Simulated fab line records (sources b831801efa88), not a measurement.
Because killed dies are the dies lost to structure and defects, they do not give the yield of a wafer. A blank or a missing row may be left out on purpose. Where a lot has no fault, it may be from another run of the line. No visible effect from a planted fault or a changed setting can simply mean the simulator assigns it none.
fab line records | flow sky130
[record] lots = 6 | wafers = 18 | last-day = 50
route steps=708 shown METAL4@602 CAP2M@603 PAD_OPEN@708
lots that met no fault: from a run of the same line without faults
start-h: the number of hours between the record's first day and the start of the first shown wafer of the lot | wait-h: time in hours since the lot's previous step | " unchanged from the row above | L1.1+2: a row that stands for several wafers | - no value, or no start given | * or withheld: withheld | < > ~ a bound
route shown NAME@n: a module of which the file shows steps, and the number in the route of the first | usual: mean and standard deviation over wafers with no fault | same: alike in all rows | chamber/n: place in a boat | sites: each site's reading | _std_site: their standard deviation | _edge_site: mean of outer sites minus mean of inner sites | radius-mm: for every site, how far away it sits from the centre of the wafer | mask NAME#n: copy n | behind: the most recent tool/chamber to have shaped the wafer | hold: why the lot was held/for how many hours/how that ended | device: names the non-switching transistor (n, p or np) | end of line: tests run on the same wafers once the route is complete | a step with no rows: only its recipe | killed: not the wafer's yield, but the dies lost to structure and defects at the first sort | map: a wafer's dies, x killed, . not, _ none there
set.NAME: the setting as run; set.NAME@STEP: as run at that earlier step | model.NAME: the simulator's own value behind a step, which no gauge read
lots seen at some steps along the route; tables by step, rows by wafer
services: from which hour (start-h, from the record's first day; less than 0 if before it) a tool's chamber was out of use, for how many hours, and why
[[steps]]
[step SKY_METAL4_SPUTTER_04]
[recipe] material = TiN | target-thk-nm = 70 | power-w = 6500 | time-s = 58.3 | chamber-pressure-pa = 0.4
[usual] throttle-valve-pct = 30.0/1.5
lot.wafer | tool           | chamber | start-h | wait-h | throttle-valve-pct
L306.1    | pvd-sputter-03 | -       | 951.21  | 0.0    | 31.6
L306.3    | "              | -       | "       | "      | 29.2
L306.5    | "              | -       | "       | "      | 28.4
L311.4    | pvd-sputter-04 | -       | 986.14  | 0.0    | 27.6
L311.5    | "              | -       | "       | "      | 30.4
L311.6    | "              | -       | "       | "      | 27.5
L313.4    | pvd-sputter-04 | -       | 1000.99 | 0.0    | 27.7
L313.5    | "              | -       | "       | "      | 30.4
L313.6    | "              | -       | "       | "      | 29.5
L320.1    | pvd-sputter-02 | -       | 1059.80 | 0.0    | 33.6
L320.4    | "              | -       | "       | "      | 30.6
L320.6    | "              | -       | "       | "      | 30.4
L321.1    | pvd-sputter-02 | -       | 1061.11 | 0.0    | 30.7
L321.4    | "              | -       | "       | "      | 33.5
L321.5    | "              | -       | "       | "      | 33.5
L326.2    | pvd-sputter-04 | -       | 1078.59 | 0.0    | 30.2
L326.4    | "              | -       | "       | "      | 30.1
L326.5    | "              | -       | "       | "      | 29.7
[step SKY_CAP2M_CVD_00]
[recipe] material = SiO2 | target-thk-nm = 15.5 | temp-c = 400 | time-s = withheld | rf-w = 450
[usual] heater-power-w = 839/130 | susceptor-temp-C = 399.99/0.24
lot.wafer | tool     | chamber | start-h | wait-h | heater-power-w | susceptor-temp-C
L306.1    | pecvd-01 | 0       | 951.26  | 0.0    | 686            | 400.13
L306.3    | "        | 2       | "       | "      | 914            | 399.95
L306.5    | "        | 2       | "       | "      | 930            | 399.88
L311.4    | pecvd-03 | 1       | 986.20  | 0.0    | 1074           | 399.58
L311.5    | "        | 2       | "       | "      | 666            | 399.92
L311.6    | "        | 0       | "       | "      | 779            | 399.70
L313.4    | pecvd-02 | 0       | 1001.05 | 0.0    | 917            | 399.93
L313.5    | "        | 2       | "       | "      | 1011           | 399.82
L313.6    | "        | 1       | "       | "      | 715            | 399.99
L320.1    | pecvd-03 | 0       | 1059.85 | 0.0    | 840            | 400.04
L320.4    | "        | 1       | "       | "      | 988            | 399.71
L320.6    | "        | 0       | "       | "      | 864            | 400.17
L321.1    | pecvd-01 | 2       | 1061.16 | 0.0    | 917            | 400.18
L321.4    | "        | 2       | "       | "      | 894            | 399.86
L321.5    | "        | 0       | "       | "      | 731            | 400.28
L326.2    | pecvd-01 | 2       | 1078.64 | 0.0    | 895            | 400.33
L326.4    | "        | 1       | "       | "      | 707            | 399.78
L326.5    | "        | 0       | "       | "      | 784            | 400.47
[step SKY_CAP2M_THK_MEAS_01]
[recipe] reads = SiO2_of_CAP2M_CVD_00
[usual] CAP2M_CVD_00_THK = 15.49/0.27
lot.wafer | tool          | chamber | start-h | wait-h | CAP2M_CVD_00_THK[nm]
L306.1    | film-metro-02 | -       | 951.28  | -      | 15.33
L306.3    | "             | -       | "       | "      | 15.46
L306.5    | "             | -       | "       | "      | 15.70
L311.4    | film-metro-01 | -       | 986.24  | -      | 15.24
L311.5    | "             | -       | "       | "      | 15.55
L311.6    | "             | -       | "       | "      | 15.76
L313.4    | film-metro-02 | -       | 1001.09 | -      | 15.67
L313.5    | "             | -       | "       | "      | 15.87
L313.6    | "             | -       | "       | "      | 15.28
L320.1    | film-metro-01 | -       | 1059.87 | -      | 15.89
L320.4    | "             | -       | "       | "      | 15.46
L320.6    | "             | -       | "       | "      | 16.10
L321.1    | film-metro-02 | -       | 1061.18 | -      | 15.05
L321.4    | "             | -       | "       | "      | 15.36
L321.5    | "             | -       | "       | "      | 15.12
L326.2    | film-metro-01 | -       | 1078.67 | -      | 15.05
L326.4    | "             | -       | "       | "      | 15.39
L326.5    | "             | -       | "       | "      | 15.48
[step SKY_CAP2M_SPUTTER_02]
[recipe] material = TiN | target-thk-nm = 200 | temp-c = 300 | power-w = 6500 | time-s = 166.7 | chamber-pressure-pa = 0.4
[usual] susceptor-temp-C = 300.03/0.21 | throttle-valve-pct = 30.3/1.2
lot.wafer | tool           | chamber | start-h | wait-h | susceptor-temp-C | throttle-valve-pct
L306.1    | pvd-sputter-01 | -       | 951.34  | 0.1    | 299.62           | 29.2
L306.3    | "              | -       | "       | "      | 300.33           | 31.0
L306.5    | "              | -       | "       | "      | 300.11           | 31.0
L311.4    | pvd-sputter-01 | -       | 986.27  | 0.0    | 299.54           | 31.1
L311.5    | "              | -       | "       | "      | 299.94           | 31.1
L311.6    | "              | -       | "       | "      | 300.23           | 29.3
L313.4    | pvd-sputter-02 | -       | 1001.12 | 0.0    | 299.84           | 30.0
L313.5    | "              | -       | "       | "      | 300.23           | 30.1
L313.6    | "              | -       | "       | "      | 299.96           | 30.5
L320.1    | pvd-sputter-01 | -       | 1059.93 | 0.1    | 299.77           | 31.4
L320.4    | "              | -       | "       | "      | 300.09           | 29.5
L320.6    | "              | -       | "       | "      | 299.89           | 31.2
L321.1    | pvd-sputter-01 | -       | 1061.24 | 0.1    | 300.16           | 31.1
L321.4    | "              | -       | "       | "      | 299.87           | 29.7
L321.5    | "              | -       | "       | "      | 300.11           | 30.0
L326.2    | pvd-sputter-02 | -       | 1078.72 | 0.0    | 300.05           | 33.4
L326.4    | "              | -       | "       | "      | 299.79           | 30.1
L326.5    | "              | -       | "       | "      | 299.93           | 33.4
[step SKY_CAP2M_RS_MEAS_03]
[recipe] thk-meas-gauge = four-point-probe | reads = TiN_of_CAP2M_SPUTTER_02
[usual] CAP2M_TIN_RS = 6.91/0.075
lot.wafer | tool          | chamber | start-h | wait-h | CAP2M_TIN_RS[ohm/sq]
L306.1    | film-metro-01 | -       | 951.45  | 0.1    | 6.86
L306.3    | "             | -       | "       | "      | 6.81
L306.5    | "             | -       | "       | "      | 6.83
L311.4    | film-metro-02 | -       | 986.44  | 0.1    | 6.84
L311.5    | "             | -       | "       | "      | 6.86
L311.6    | "             | -       | "       | "      | 6.86
L313.4    | film-metro-04 | -       | 1001.29 | 0.1    | 6.97
L313.5    | "             | -       | "       | "      | 7.00
L313.6    | "             | -       | "       | "      | 6.96
L320.1    | film-metro-02 | -       | 1060.04 | 0.1    | 6.97
L320.4    | "             | -       | "       | "      | 6.85
L320.6    | "             | -       | "       | "      | 6.94
L321.1    | film-metro-01 | -       | 1061.35 | 0.1    | 6.83
L321.4    | "             | -       | "       | "      | 6.78
L321.5    | "             | -       | "       | "      | 6.88
L326.2    | film-metro-04 | -       | 1078.85 | 0.1    | 6.91
L326.4    | "             | -       | "       | "      | 6.97
L326.5    | "             | -       | "       | "      | 6.92
[step SKY_CAP2M_THK_MEAS_04]
[recipe] thk-meas-gauge = xrf | reads = TiN_of_CAP2M_SPUTTER_02
[usual] CAP2M_TIN_THK = 203.1/2.4
lot.wafer | tool          | chamber | start-h | wait-h | CAP2M_TIN_THK[nm]
L306.1    | film-metro-01 | -       | 951.57  | 0.1    | 205.3
L306.3    | "             | -       | "       | "      | 206.9
L306.5    | "             | -       | "       | "      | 206.6
L311.4    | film-metro-02 | -       | 986.53  | 0.1    | 204.3
L311.5    | "             | -       | "       | "      | 204.2
L311.6    | "             | -       | "       | "      | 204.6
L313.4    | film-metro-04 | -       | 1001.38 | 0.1    | 200.5
L313.5    | "             | -       | "       | "      | 200.2
L313.6    | "             | -       | "       | "      | 201.0
L320.1    | film-metro-02 | -       | 1060.16 | 0.1    | 200.3
L320.4    | "             | -       | "       | "      | 203.8
L320.6    | "             | -       | "       | "      | 202.1
L321.1    | film-metro-01 | -       | 1061.47 | 0.1    | 205.3
L321.4    | "             | -       | "       | "      | 207.0
L321.5    | "             | -       | "       | "      | 204.3
L326.2    | film-metro-04 | -       | 1078.96 | 0.1    | 203.3
L326.4    | "             | -       | "       | "      | 201.0
L326.5    | "             | -       | "       | "      | 202.2
[step SKY_CAP2M_DEHYDRATE_05]
[recipe] temp-c = 200 | time-s = 60
[step SKY_CAP2M_HMDS_06]
[recipe] prime-time-s = 60 | prime-temp-c = 120
[step SKY_CAP2M_COAT_07]
[recipe] resist = NOVOLAK | spin-rpm = 3000 | resist-thk-nm = 1140
[step SKY_CAP2M_SOFTBAKE_08]
[recipe] temp-c = 90 | time-s = 60 | resist = NOVOLAK
[step SKY_CAP2M_EXPOSE_09]
[recipe] mask-id = CAP2M | na = 0.6 | source-shape = conventional | sigma-outer = 0.6 | polarization = unpolarized | target-cd-nm = 1000 | dose-mj = 159
[step SKY_CAP2M_PEB_10]
[recipe] temp-c = withheld | time-s = * | resist = NOVOLAK
[step SKY_CAP2M_DEVELOP_11]
[recipe] resist = NOVOLAK | developer = TMAH | develop-time-s = 60 | dev-temp-c = 23
[usual] resist-line-temp-C = 23.01/0.11
lot.wafer | tool           | chamber | start-h | wait-h | resist-line-temp-C
L306.1    | litho-track-04 | 0       | 975.39  | 0.1    | 22.88
L306.3    | "              | 0       | "       | "      | 22.93
L306.5    | "              | 0       | "       | "      | 23.00
L311.4    | litho-track-02 | 0       | 1009.07 | 0.1    | 23.01
L311.5    | "              | 0       | "       | "      | 22.95
L311.6    | "              | 0       | "       | "      | 23.14
L313.4    | litho-track-02 | 0       | 1024.32 | 0.1    | 22.99
L313.5    | "              | 0       | "       | "      | 23.00
L313.6    | "              | 0       | "       | "      | 22.91
L320.1    | litho-track-04 | 0       | 1080.89 | 0.1    | 23.07
L320.4    | "              | 0       | "       | "      | 23.01
L320.6    | "              | 0       | "       | "      | 22.92
L321.1    | litho-track-01 | 0       | 1081.83 | 0.1    | 23.13
L321.4    | "              | 0       | "       | "      | 23.06
L321.5    | "              | 0       | "       | "      | 23.13
L326.2    | litho-track-02 | 0       | 1099.33 | 0.1    | 23.04
L326.4    | "              | 0       | "       | "      | 23.15
L326.5    | "              | 0       | "       | "      | 23.21
[step SKY_CAP2M_OVL_MEAS_12]
[usual] CAP2M_OVL = -0.2/1.4
lot.wafer | tool       | chamber | start-h | wait-h | CAP2M_OVL[nm]
L306.1    | overlay-02 | -       | 975.54  | 0.1    | -0.4
L306.3    | "          | -       | "       | "      | -1.0
L306.5    | "          | -       | "       | "      | 0.7
L311.4    | overlay-02 | -       | 1009.17 | 0.1    | -2.6
L311.5    | "          | -       | "       | "      | -2.8
L311.6    | "          | -       | "       | "      | -0.9
L313.4    | overlay-02 | -       | 1024.42 | 0.1    | -1.2
L313.5    | "          | -       | "       | "      | -0.8
L313.6    | "          | -       | "       | "      | 0.0
L320.1    | overlay-02 | -       | 1081.04 | 0.1    | -0.5
L320.4    | "          | -       | "       | "      | 0.2
L320.6    | "          | -       | "       | "      | 0.3
L321.1    | overlay-02 | -       | 1081.98 | 0.1    | 0.5
L321.4    | "          | -       | "       | "      | 0.0
L321.5    | "          | -       | "       | "      | 0.2
L326.2    | overlay-01 | -       | 1099.46 | 0.1    | 1.9
L326.4    | "          | -       | "       | "      | 1.2
L326.5    | "          | -       | "       | "      | -0.7
[step SKY_CAP2M_METAL_ETCH_13]
[recipe] target-depth-nm = 220 | stop-on = SiO2 | chemistry = Cl2/BCl3 | target = TiN | pressure-mtorr = 10 | icp-w = 900 | bias-w = 48.5 | Cl2_flow_sccm = 60 | bcl3-flow-sccm = 30 | time-s = 62.9
[usual] drypump-motor-current-A = 5.6/0.48 | he-backside-leak-sccm = 3.43/0.28 | oes-product-au = 0.941/0.0076 | throttle-valve-pct = 21.901/0.0096
lot.wafer | tool         | chamber | start-h | wait-h | drypump-motor-current-A | he-backside-leak-sccm | oes-product-au | rf-hours-counter-h | throttle-valve-pct | model.CAP2M.cd-nm
L306.1    | rie-metal-04 | 0       | 975.58  | 0.0    | 5.5                     | 3.55                  | 0.939          | 15                 | 21.906             | 1004
L306.3    | "            | 1       | "       | "      | 4.9                     | 3.23                  | 0.943          | -                  | 21.884             | 1004
L306.5    | "            | 0       | "       | "      | 5.5                     | 3.67                  | 0.949          | -                  | 21.901             | 1003
L311.4    | rie-metal-03 | 0       | 1009.21 | 0.0    | 5.7                     | 3.44                  | 0.942          | -                  | 21.904             | 1003
L311.5    | "            | 0       | "       | "      | 5.7                     | 3.56                  | 0.946          | -                  | 21.907             | 1003
L311.6    | "            | 1       | "       | "      | 6.0                     | 3.48                  | 0.942          | -                  | 21.893             | 1002
L313.4    | rie-metal-04 | 0       | 1024.46 | 0.0    | 5.5                     | 3.70                  | 0.938          | -                  | 21.903             | 1006
L313.5    | "            | 1       | "       | "      | 4.9                     | 3.15                  | 0.933          | -                  | 21.898             | 1007
L313.6    | "            | 0       | "       | "      | 5.5                     | 3.58                  | 0.941          | -                  | 21.903             | 1006
L320.1    | rie-metal-01 | 1       | 1081.08 | 0.0    | 5.3                     | 3.63                  | 0.934          | 22                 | 21.911             | 999.5
L320.4    | "            | 1       | "       | "      | 5.2                     | 3.45                  | 0.942          | -                  | 21.891             | 1001
L320.6    | "            | 0       | "       | "      | 6.4                     | 3.54                  | 0.933          | -                  | 21.895             | 1001
L321.1    | rie-metal-01 | 0       | 1082.01 | 0.0    | 6.4                     | 3.37                  | 0.950          | 10                 | 21.897             | 1001
L321.4    | "            | 1       | "       | "      | 5.3                     | 3.04                  | 0.952          | -                  | 21.889             | 1000
L321.5    | "            | 0       | "       | "      | 6.4                     | 3.50                  | 0.943          | -                  | 21.900             | 1001
L326.2    | rie-metal-04 | 0       | 1099.49 | 0.0    | 5.5                     | 3.80                  | 0.950          | 23                 | 21.906             | 1004
L326.4    | "            | 1       | "       | "      | 4.9                     | 3.47                  | 0.929          | -                  | 21.903             | 999.2
L326.5    | "            | 0       | "       | "      | 5.5                     | 3.88                  | 0.946          | -                  | 21.907             | 1002
[step SKY_CAP2M_STRIP_14]
[recipe] chemistry = O2/N2 | power-w = 1400 | pressure-mtorr = 1500 | platen-temp-c = withheld | o2-flow-sccm = 3000 | n2-flow-sccm = 300 | overash-fraction = 0.5
[usual] drypump-motor-current-A = 5.7/0.37 | oes-product-au = 0.711/0.0047 | strip-time-to-endpoint-s = 12.64/0.052
[same] overash-fraction = 0.5
lot.wafer | tool            | chamber | start-h | wait-h | drypump-motor-current-A | oes-product-au | rf-hours-counter-h | strip-time-to-endpoint-s
L306.1    | plasma-asher-03 | 1       | 975.66  | 0.1    | 5.4                     | 0.709          | 23                 | 12.71
L306.3    | "               | 1       | "       | "      | 5.4                     | 0.723          | -                  | 12.68
L306.5    | "               | 1       | "       | "      | 5.4                     | 0.709          | -                  | 12.68
L311.4    | plasma-asher-04 | 0       | 1009.30 | 0.1    | 6.2                     | 0.715          | -                  | 12.64
L311.5    | "               | 1       | "       | "      | 5.5                     | 0.700          | -                  | 12.66
L311.6    | "               | 0       | "       | "      | 6.2                     | 0.713          | -                  | 12.65
L313.4    | plasma-asher-03 | 1       | 1024.55 | 0.1    | 5.4                     | 0.715          | -                  | 12.67
L313.5    | "               | 1       | "       | "      | 5.4                     | 0.712          | -                  | 12.65
L313.6    | "               | 0       | "       | "      | 6.0                     | 0.710          | -                  | 12.65
L320.1    | plasma-asher-02 | 0       | 1081.16 | 0.1    | 5.8                     | 0.709          | 2                  | 12.73
L320.4    | "               | 0       | "       | "      | 5.7                     | 0.712          | -                  | 12.70
L320.6    | "               | 1       | "       | "      | 4.8                     | 0.716          | -                  | 12.65
L321.1    | plasma-asher-04 | 1       | 1082.09 | 0.1    | 5.5                     | 0.718          | 62                 | 12.65
L321.4    | "               | 1       | "       | "      | 5.5                     | 0.711          | -                  | 12.70
L321.5    | "               | 1       | "       | "      | 5.5                     | 0.704          | -                  | 12.63
L326.2    | plasma-asher-04 | 1       | 1099.56 | 0.1    | 5.5                     | 0.706          | 64                 | 12.67
L326.4    | "               | 1       | "       | "      | 5.5                     | 0.705          | -                  | 12.69
L326.5    | "               | 0       | "       | "      | 6.2                     | 0.715          | -                  | 12.72
[step SKY_PAD_OPEN_PROBE_99]
[usual] defect-limited-yield = 82.6/2 | killed_at_M0_to_M3 = 44/7.3 | killed_at_M4_up = 3.1/1.6 | killed-at-contacts = 24/5.4 | killed-at-front-end = 15/4 | killed-at-other = 0.2/0.49 | killed-dies = 86/10 | killed-open = 48/7.3 | killed-short = 38/6.3 | sort_bin_3_pad_short = 0.8/0.45 | sort_bin_5_function = 10.3/1.5 | sort_bin_6_memory = 6.3/1.2 | sort-n-pass = 406/10 | sort-yield-pct = 82.6/2
[same] gross-dies = 492 | killed-at-back-side = 0 | sort_bin_4_leakage[%] = 0 | sort_bin_8_speed[%] = 0
lot.wafer | tool      | chamber | start-h | wait-h | defect-limited-yield[%] | killed_at_M0_to_M3 | killed_at_M4_up | killed-at-contacts | killed-at-front-end | killed-at-other | killed-dies | killed-open | killed-short | sort_bin_3_pad_short[%] | sort_bin_5_function[%] | sort_bin_6_memory[%] | sort-n-pass | sort-yield-pct[%]
L311.4    | prober-02 | -       | 1121.22 | 0.2    | 82.7                    | 46                 | 4               | 21                 | 14                  | 0               | 85          | 52          | 33           | 0.8                     | 10.6                   | 5.9                  | 407         | 82.7
L311.5    | prober-02 | -       | 1121.27 | 0.2    | 82.5                    | 42                 | 2               | 29                 | 13                  | 0               | 86          | 48          | 38           | 1.0                     | 10.6                   | 5.9                  | 406         | 82.5
L311.6    | prober-02 | -       | 1121.32 | 0.2    | 85.2                    | 38                 | 2               | 22                 | 11                  | 0               | 73          | 43          | 30           | 0.8                     | 8.1                    | 5.9                  | 419         | 85.2
L321.1    | prober-01 | -       | 1182.37 | 0.1    | 84.3                    | 46                 | 1               | 21                 | 9                   | 0               | 77          | 47          | 30           | 0.4                     | 9.8                    | 5.5                  | 415         | 84.3
L321.4    | prober-01 | -       | 1182.52 | 0.2    | 84.6                    | 45                 | 3               | 15                 | 13                  | 0               | 76          | 38          | 38           | 1.0                     | 9.8                    | 4.7                  | 416         | 84.6
L321.5    | prober-01 | -       | 1182.57 | 0.2    | 84.1                    | 37                 | 5               | 21                 | 15                  | 0               | 78          | 43          | 35           | 0.2                     | 9.1                    | 6.5                  | 414         | 84.1
L326.2    | prober-01 | -       | 1195.44 | 0.1    | 83.9                    | 37                 | 3               | 25                 | 13                  | 1               | 79          | 50          | 29           | 0.2                     | 9.8                    | 6.1                  | 413         | 83.9
L326.4    | prober-01 | -       | 1195.54 | 0.2    | 79.1                    | 56                 | 3               | 28                 | 16                  | 0               | 103         | 49          | 54           | 1.8                     | 11.4                   | 7.7                  | 389         | 79.1
L326.5    | prober-01 | -       | 1195.59 | 0.2    | 79.7                    | 50                 | 4               | 29                 | 17                  | 0               | 100         | 61          | 39           | 0.6                     | 12.6                   | 7.1                  | 392         | 79.7
// killed by level:class
L311.4 VIA1:geometric-particle:open=15 CONTACT:geometric-particle:open=12 VIA3:geometric-particle:open=7 VIA1:geometric-particle:short=6 CONTACT:geometric-particle:short=4 METAL1:geometric-particle:short=4 VIA2:geometric-particle:open=4 FIELD_ISO:geometric-particle:short=3
L311.5 VIA1:geometric-particle:open=15 LI_CONTACT:geometric-particle:open=8 CONTACT:geometric-particle:short=8 CONTACT:geometric-particle:open=6 LOCAL_INTERCONNECT:geometric-particle:short=5 VIA3:geometric-particle:open=5 METAL1:geometric-particle:short=4 VIA2:geometric-particle:open=4
L311.6 VIA1:geometric-particle:open=10 LI_CONTACT:geometric-particle:open=8 CONTACT:geometric-particle:short=6 VIA2:geometric-particle:open=5 POLY_GATE:geometric-particle:open=4 CONTACT:geometric-particle:open=4 VIA3:geometric-particle:open=4 METAL3:geometric-particle:short=4
L321.1 VIA3:geometric-particle:open=13 LI_CONTACT:geometric-particle:open=8 METAL1:geometric-particle:short=6 VIA2:geometric-particle:open=6 VIA1:geometric-particle:open=5 CONTACT:geometric-particle:open=4 LOCAL_INTERCONNECT:geometric-particle:open=3 CONTACT:geometric-particle:short=3
L321.4 VIA1:geometric-particle:open=10 LOCAL_INTERCONNECT:geometric-particle:short=8 VIA2:geometric-particle:short=7 VIA3:geometric-particle:open=6 FIELD_ISO:geometric-particle:short=5 VIA1:geometric-particle:short=5 VIA2:geometric-particle:open=5 FIELD_ISO:geometric-particle:open=4
L321.5 LI_CONTACT:geometric-particle:open=10 VIA1:geometric-particle:open=7 VIA2:geometric-particle:open=6 FIELD_ISO:geometric-particle:short=4 CONTACT:geometric-particle:open=4 METAL1:geometric-particle:short=4 VIA1:geometric-particle:short=4 VIA3:geometric-particle:open=4
L326.2 CONTACT:geometric-particle:open=15 VIA1:geometric-particle:open=8 VIA3:geometric-particle:open=6 LI_CONTACT:geometric-particle:open=5 METAL1:geometric-particle:short=5 VIA2:geometric-particle:open=5 FIELD_ISO:geometric-particle:open=3 POLY_GATE:geometric-particle:open=3
L326.4 VIA1:geometric-particle:open=12 VIA1:geometric-particle:short=9 CONTACT:geometric-particle:open=8 VIA3:geometric-particle:open=8 METAL1:geometric-particle:short=7 FIELD_ISO:geometric-particle:open=6 LOCAL_INTERCONNECT:geometric-particle:short=6 CONTACT:geometric-particle:short=6
L326.5 VIA1:geometric-particle:open=13 VIA2:geometric-particle:open=12 CONTACT:geometric-particle:open=10 VIA3:geometric-particle:open=8 CONTACT:geometric-particle:short=7 POLY_GATE:geometric-particle:short=6 POLY_GATE:geometric-particle:open=4 LI_CONTACT:geometric-particle:open=4
[[services]]
tool            | chamber | start-h | hours | kind
pvd-sputter-03  | -       | 929.30  | 0.9   | repair
pvd-sputter-02  | -       | 935.83  | 12.5  | repair
rie-metal-01    | -       | 965.96  | 0.9   | repair
rie-metal-03    | 1       | 969.11  | 5.6   | repair
plasma-asher-04 | -       | 976.03  | 2.8   | pm
plasma-asher-04 | -       | 991.46  | 1.3   | repair
plasma-asher-03 | -       | 1003.45 | 2.8   | pm
pvd-sputter-03  | -       | 1006.96 | 2.2   | repair
rie-metal-01    | 0       | 1011.47 | 2.8   | repair
pvd-sputter-01  | 1       | 1018.72 | -     | consumable-replace:kit
pvd-sputter-01  | 1       | 1018.72 | 18.0  | scheduled-down
pvd-sputter-01  | 1       | 1018.72 | 18.0  | vent-cycle
pvd-sputter-02  | -       | 1027.40 | 8.6   | repair
rie-metal-03    | 1       | 1027.71 | 3.4   | repair
plasma-asher-03 | -       | 1035.15 | 7.0   | repair
pvd-sputter-02  | 3       | 1038.41 | -     | consumable-replace:kit
pvd-sputter-02  | 3       | 1038.41 | 18.0  | scheduled-down
plasma-asher-02 | -       | 1055.25 | 9.0   | pm
pvd-sputter-04  | -       | 1055.98 | 5.3   | repair
plasma-asher-04 | -       | 1059.84 | 15.6  | pm
pecvd-01        | -       | 1062.97 | 0.8   | repair
rie-metal-04    | -       | 1076.69 | 2.8   | pm
rie-metal-03    | -       | 1082.10 | 1.4   | pm
pvd-sputter-04  | -       | 1091.96 | 14.1  | repair
[[key]]
first-sign none at tools or gauges
[model-effect] step = SKY_CAP2M_METAL_ETCH_13 | value = CAP2M.cd-nm | without = 999.2 | struck = 1005
met-at SKY_CAP2M_DEVELOP_11
struck-wafers L311.4,L311.5,L311.6,L313.4,L313.5,L313.6
[fault] kind = process-parameter-drift | tool = litho-track-02 | chamber = - | onset-h = 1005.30 | steps = SKY_CAP2M_DEVELOP_11 | channel = develop-time-s | offset = * | shape = step | end-h = 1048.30 | acts-in = * | stated = *
